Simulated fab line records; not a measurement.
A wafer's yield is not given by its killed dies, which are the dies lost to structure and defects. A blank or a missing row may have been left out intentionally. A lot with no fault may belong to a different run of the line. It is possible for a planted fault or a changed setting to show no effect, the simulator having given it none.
Which tool was responsible? + flow sky130 + 27 wafers from 9 lots sampled at 5 of the route's 708 steps

WHAT THE GAUGES READ, wafer by wafer
SKY_VT_ADJUST_NCORE_CD_MEAS_07: target cd 380 nm.
| lot  | measured     | on        | cd-nm (nm)        |
|------|--------------|-----------|-------------------|
| L601 | day 8 10:23  | cd-sem-02 | 375.9 375.7 377.3 |
| L602 | day 8 23:21  | cd-sem-01 | 377.8 380.0 378.4 |
| L603 | day 9 02:50  | cd-sem-02 | 380.6 378.5 380.0 |
| L604 | day 9 10:34  | cd-sem-02 | 380.7 380.4 380.2 |
| L605 | day 9 14:44  | cd-sem-01 | 378.5 378.2 379.5 |
| L607 | day 10 08:42 | cd-sem-02 | 383.5 381.7 383.3 |
| L606 | day 10 09:55 | cd-sem-01 | 378.7 377.3 376.5 |
| L608 | day 10 17:37 | cd-sem-01 | 379.6 382.5 381.7 |
| L609 | day 10 22:41 | cd-sem-02 | 376.2 379.3 378.0 |

SKY_VT_ADJUST_PCH_TW_MEAS_10.
| lot  | measured     | on            | VT_ADJUST_PCH_TW  |
|------|--------------|---------------|-------------------|
| L601 | day 10 03:23 | film-metro-01 | 141.9 142.5 142.5 |
| L602 | day 10 18:44 | film-metro-02 | 143.4 144.1 143.5 |
| L603 | day 10 22:14 | film-metro-04 | 141.6 142.2 142.2 |
| L604 | day 11 07:13 | film-metro-04 | 142.4 143.0 143.1 |
| L605 | day 11 12:10 | film-metro-02 | 143.5 143.2 143.6 |
| L607 | day 12 07:27 | film-metro-04 | 141.3 141.9 142.2 |
| L606 | day 12 08:51 | film-metro-04 | 141.4 141.7 141.3 |
| L608 | day 12 17:07 | film-metro-01 | 143.4 141.8 143.9 |
| L609 | day 12 23:49 | film-metro-01 | 143.6 143.5 143.3 |

SKY_SONOS_TUNNEL_TW_MEAS_12.
| lot  | measured     | on            | SONOS_TUNNEL_TW   |
|------|--------------|---------------|-------------------|
| L601 | day 11 02:51 | film-metro-04 | 196.4 197.3 198.0 |
| L602 | day 11 18:33 | film-metro-04 | 195.5 197.4 196.7 |
| L603 | day 11 20:57 | film-metro-02 | 199.4 198.8 200.2 |
| L604 | day 12 07:42 | film-metro-02 | 198.5 199.0 198.7 |
| L605 | day 12 12:46 | film-metro-03 | 197.6 199.1 199.2 |
| L607 | day 13 09:38 | film-metro-03 | 294.6 295.3 295.4 |
| L606 | day 13 10:49 | film-metro-02 | 298.2 297.1 296.9 |
| L608 | day 13 19:25 | film-metro-03 | 296.3 295.1 295.0 |
| L609 | day 14 01:50 | film-metro-03 | 295.7 295.7 295.5 |

SKY_SONOS_ONO_THK_MEAS_01.
| lot  | measured     | on            | SONOS_ONO_OXIDATION_THK (nm) |
|------|--------------|---------------|------------------------------|
| L601 | day 11 05:00 | film-metro-03 | 2.52 2.62 2.60               |
| L602 | day 11 19:58 | film-metro-03 | 2.54 2.53 2.57               |
| L603 | day 11 22:59 | film-metro-03 | 2.52 2.45 2.43               |
| L604 | day 12 09:57 | film-metro-02 | 2.62 2.48 2.54               |
| L605 | day 12 14:11 | film-metro-02 | 2.54 2.56 2.53               |
| L607 | day 13 11:22 | film-metro-02 | 2.57 2.59 2.59               |
| L606 | day 13 12:35 | film-metro-03 | 2.57 2.57 2.52               |
| L608 | day 13 22:18 | film-metro-01 | 2.61 2.65 2.61               |
| L609 | day 14 03:55 | film-metro-01 | 2.51 2.53 2.57               |

EACH LOT AND THE TOOL THAT RAN IT (in order: tool; ch and the chambers of the sampled wafers; start)
| lot  | SKY_SONOS_TUNNEL_IMPLANT_09     |
|------|---------------------------------|
| L601 | implanter-02 ch 0, day 11 02:26 |
| L602 | implanter-01 ch 0, day 11 18:10 |
| L603 | implanter-02 ch 0, day 11 20:32 |
| L604 | implanter-04 ch 0, day 12 07:16 |
| L605 | implanter-04 ch 0, day 12 12:22 |
| L607 | implanter-02 ch 0, day 13 09:13 |
| L606 | implanter-02 ch 0, day 13 10:23 |
| L608 | implanter-02 ch 0, day 13 18:59 |
| L609 | implanter-02 ch 0, day 14 01:16 |
- SKY_SONOS_TUNNEL_IMPLANT_09

AS READ BY THE TOOLS THEMSELVES (means over the sampled wafers that have a number; for cases with no such wafer, the mark the record gives instead)
SKY_SONOS_TUNNEL_IMPLANT_09.
| lot  | tool         | dose-ions-cm2 | faraday-current-uA |
|------|--------------|---------------|--------------------|
| L601 | implanter-02 | 9.9963e+11    | 5.66               |
| L602 | implanter-01 | 1.0009e+12    | 5.74               |
| L603 | implanter-02 | 1.0007e+12    | 5.63               |
| L604 | implanter-04 | 9.9863e+11    | 5.53               |
| L605 | implanter-04 | 1.0010e+12    | 5.73               |
| L607 | implanter-02 | 1.0003e+12    | 5.71               |
| L606 | implanter-02 | 1.0016e+12    | 5.66               |
| L608 | implanter-02 | 1.0000e+12    | 5.61               |
| L609 | implanter-02 | 1.0006e+12    | 5.64               |

THE ANSWER, worked out from the rows above alone
Rule: the usual values come from the lots themselves. Put in order of their means at a reading, lots are off if they are a third of the lots or fewer, leave a main group of 4 or more, and stand apart from it by a gap of 3 or more times the standard deviation of the main group's means; of several such gaps the widest counts. If all means in a main group match to the digits the tables above print for the reading, that group is not used. A lot without any number at a reading at which 4 lots or more have one is off too. Any other lot the step has rows for is counted as sound. After the gauges, taken in route order, come the tools' own readings; for these a lot's mean is taken, as printed above. At the first step where some lot is off, the reading lying furthest off is the one used; lots without a number count as furthest.
No lot is off at any reading shown: from this, nothing can be told.

WHAT WAS PUT IN BY THE SIMULATOR
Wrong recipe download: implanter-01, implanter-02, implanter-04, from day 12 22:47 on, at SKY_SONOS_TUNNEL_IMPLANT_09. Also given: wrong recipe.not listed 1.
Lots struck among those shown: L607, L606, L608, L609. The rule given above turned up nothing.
